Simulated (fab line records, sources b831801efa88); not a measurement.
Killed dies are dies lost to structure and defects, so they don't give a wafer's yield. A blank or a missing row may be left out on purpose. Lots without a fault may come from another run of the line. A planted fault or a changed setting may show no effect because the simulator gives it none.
A struck lot beside a sound one | flow sfq_line | 13 steps out of a route of 325
Sound: wafers L940.2, L940.3, L940.6. Struck: wafers L938.2, L938.4, L938.6. The cause comes at the end.
At each step with rows: each side's tool, then ch and its chambers, then its first start. Under that, the readings that differ: sound wafers | struck wafers | difference of the means | sigmas: that difference in standard deviations of wafers without a fault.
alike: readings whose means differ by less than 2 such deviations, and words and numbers that are the same on both sides. not compared: withheld readings, readings that some wafer has no value for, bounds like >300 that may hide the same value, and numbers for which the record gives no deviation and whose values overlap.
The two part at a step that has a row with sigmas, a row that says differs or no value, or rows on one side only. Numbers that don't overlap but have no deviation are shown without sigmas and don't part them. A reading that every wafer of one side lacks parts them only if that side has two wafers or more.

SFQ_TRILAYER_I0_VIA_BARC_OPEN_VIA_ETCH_046: etches BARC in O2, target depth 125 nm, time 41.7 s.
  sound on rie_diel-03 ch 0,1,3, day 18 13:30; struck on rie_diel-04 ch 1,2,3, day 18 08:42
  alike: drypump_motor_current_A, oes_product_au
  not compared: rf_hours_counter_h
SFQ_TRILAYER_I0_VIA_ETCH_VIA_ETCH_034: etches SiO2 in CHF3, stops on Nb, target depth 260 nm.
  sound on rie_diel-03 ch 0,1,3, day 18 13:32; struck on rie_diel-04 ch 1,2,3, day 18 08:44
  alike: drypump_motor_current_A, oes_product_au
SFQ_TRILAYER_I0_VIA_STRIP_STRIP_035: strips in O2.
  sound on rie_metal-02 ch 0,1, day 18 13:39; struck on rie_metal-03 ch 0, day 18 08:51
  alike: drypump_motor_current_A, oes_product_au
  not compared: rf_hours_counter_h
then, 2 steps without rows for these wafers: SFQ_TRILAYER_I0_VIA_STRIP_SOLV_CLEAN_036 (cleans in NMP, time 600 s); SFQ_TRILAYER_M1_DEP_PRE_CLEAN_038 (time 22.5 s).
SFQ_TRILAYER_M1_DEP_SPUTTER_037: material Nb, target thk 200 nm, time 133.3 s.
  sound on pvd_sputter-05, day 18 14:28; struck on pvd_sputter-06, day 18 09:40
  alike: throttle_valve_pct
SFQ_M1_RS_MEAS_909: measures by four-point-probe.
  sound on film_metro-04, day 18 14:34; struck on film_metro-03, day 18 09:46
  alike: M1_NB_RS
then, 4 steps without rows for these wafers: SFQ_TRILAYER_M1_LITHO_COAT_044 (resist thk 62 nm); SFQ_TRILAYER_M1_LITHO_COAT_039 (resist thk 600 nm); SFQ_TRILAYER_M1_LITHO_SOFTBAKE_043; SFQ_TRILAYER_M1_LITHO_EXPOSE_040 (exposes mask M1, target cd 500 nm).
SFQ_TRILAYER_M1_LITHO_PEB_042: peb time 60 s.
  sound on litho_track-03 ch 0, day 18 16:42; struck on litho_track-03, day 18 12:31
  no value came back on the struck wafers for chill_plate_temp_C (C), exhaust_pa (Pa); on the sound wafers chill_plate_temp_C (C) reads 22.97 22.94 22.95
then, 1 step without rows for these wafers: SFQ_TRILAYER_M1_LITHO_DEVELOP_041 (time 60 s).

WHERE THEY PART
Only at SFQ_TRILAYER_M1_LITHO_PEB_042, within this record.

WHY: what the simulator had put in
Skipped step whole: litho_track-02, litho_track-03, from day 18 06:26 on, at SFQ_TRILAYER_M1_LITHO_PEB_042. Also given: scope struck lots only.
